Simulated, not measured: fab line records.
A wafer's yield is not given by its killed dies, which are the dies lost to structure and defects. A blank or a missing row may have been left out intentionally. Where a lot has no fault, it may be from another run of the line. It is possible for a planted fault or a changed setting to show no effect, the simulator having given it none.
Split-lot trial    flow sfq-line    5 lots, 23 wafers read, on a route of 325 steps

== ON THE SPLIT ==
At SFQ_TRILAYER_M2_LITHO_PEB_060 (peb time 60 s), the setting peb-temp-c was moved away from the recipe's 115 C on 4 of the 23 wafers read, by +1.0% to +1.6%. The other wafers ran this setting at the recipe's value.

== BETWEEN THE SPLIT AND THE READING: the file shows 1 step in between ==
- SFQ_TRILAYER_M2_LITHO_DEVELOP_059: time 60 s

== THE READING ==
M2.cd-nm (the simulator's own value, which no gauge read), in nm, at SFQ_TRILAYER_M2_BARC_OPEN_METAL_ETCH_077 (etches BARC in O2, target depth 125 nm, time 41.7 s). No usual value for it is given in the file. The 19 wafers here that ran the recipe average 500.5 nm, standard deviation 1.3 nm.

wafer   tool, chamber at the split  peb-temp-c as run, C  against the recipe  M2.cd-nm, nm  against lot-mates on the recipe
L074.1  litho-track-02, 0           115                   recipe              499.4         -
L074.2  litho-track-02, 0           115                   recipe              499           -
L074.4  litho-track-02, 0           115                   recipe              500.4         -
L074.5  litho-track-02, 0           115                   recipe              498           -
L074.6  litho-track-02, 0           115                   recipe              498.8         -
L075.1  litho-track-04, 0           115                   recipe              502.8         -
L075.2  litho-track-04, 0           116.8                 +1.6%               471.9         -30.2
L075.3  litho-track-04, 0           116.8                 +1.6%               471.6         -30.5
L075.4  litho-track-04, 0           115                   recipe              502.2         -
L075.6  litho-track-04, 0           115                   recipe              501.4         -
L080.1  litho-track-04, 0           115                   recipe              499.7         -
L080.2  litho-track-04, 0           115                   recipe              500.9         -
L080.4  litho-track-04, 0           116.1                 +1.0%               480.6         -19.4
L080.5  litho-track-04, 0           115                   recipe              499.3         -
L080.6  litho-track-04, 0           116.1                 +1.0%               479.2         -20.8
L083.3  litho-track-01, 0           115                   recipe              500.4         -
L083.4  litho-track-01, 0           115                   recipe              499.5         -
L083.6  litho-track-01, 0           115                   recipe              499.6         -
L085.2  litho-track-02, 0           115                   recipe              501.3         -
L085.3  litho-track-02, 0           115                   recipe              501.7         -
L085.4  litho-track-02, 0           115                   recipe              500.3         -
L085.5  litho-track-02, 0           115                   recipe              502.5         -
L085.6  litho-track-02, 0           115                   recipe              502.1         -

FIT RESULTS
A straight line over all 23 wafers: M2.cd-nm changes by -19.2 nm for each +1% of peb-temp-c; r = -0.99; the points scatter about the line by 1.5 nm.
The same after taking each lot's own level away (the mean of its wafers on the recipe; 23 wafers): -19.8 nm for each +1%; r = -1.00; scatter 0.79 nm.
Per that fit: largest peb-temp-c move, reading shift of 31 nm.
From 499.12 to 502.13 nm: that is the span of the lots' own levels, equal to 2.2 times the standard deviation above.
The two slopes are in agreement: the lot-to-lot level therefore moves the slope only a little.
Check: with one of the wafers moved furthest among these (+1.6%) left out of the fit, the line predicts -31.5 nm for it against its lot-mates. Against them it came out at -30.2 nm.

== THE OTHER SPLITS THESE WAFERS WENT THROUGH ==
Before the reading, these wafers also passed through other splits. Each is held against what the fit with the lots' levels taken away leaves over:
other split on the same wafers                    wafers away from the commonest value  r with M2.cd-nm (lot level and that fit taken away)
SFQ_TRILAYER_M1_LITHO_PEB_042 peb-time-s          6                                     +0.49
SFQ_TRILAYER_I1_CMP_CMP_046 leave-above-ref-nm    7                                     +0.26
SFQ_TRILAYER_I1_VIA_LITHO_COAT_049 resist-thk-nm  9                                     -0.20
SFQ_TRILAYER_I1_VIA_ETCH_VIA_ETCH_052 bias-w      9                                     +0.14
SFQ_TRILAYER_M2_LITHO_COAT_062 resist-thk-nm      6                                     +0.28

== FILE'S OWN FIT ==
M2.cd-nm changes by -19.8 nm for each +1% of peb-temp-c, r = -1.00.
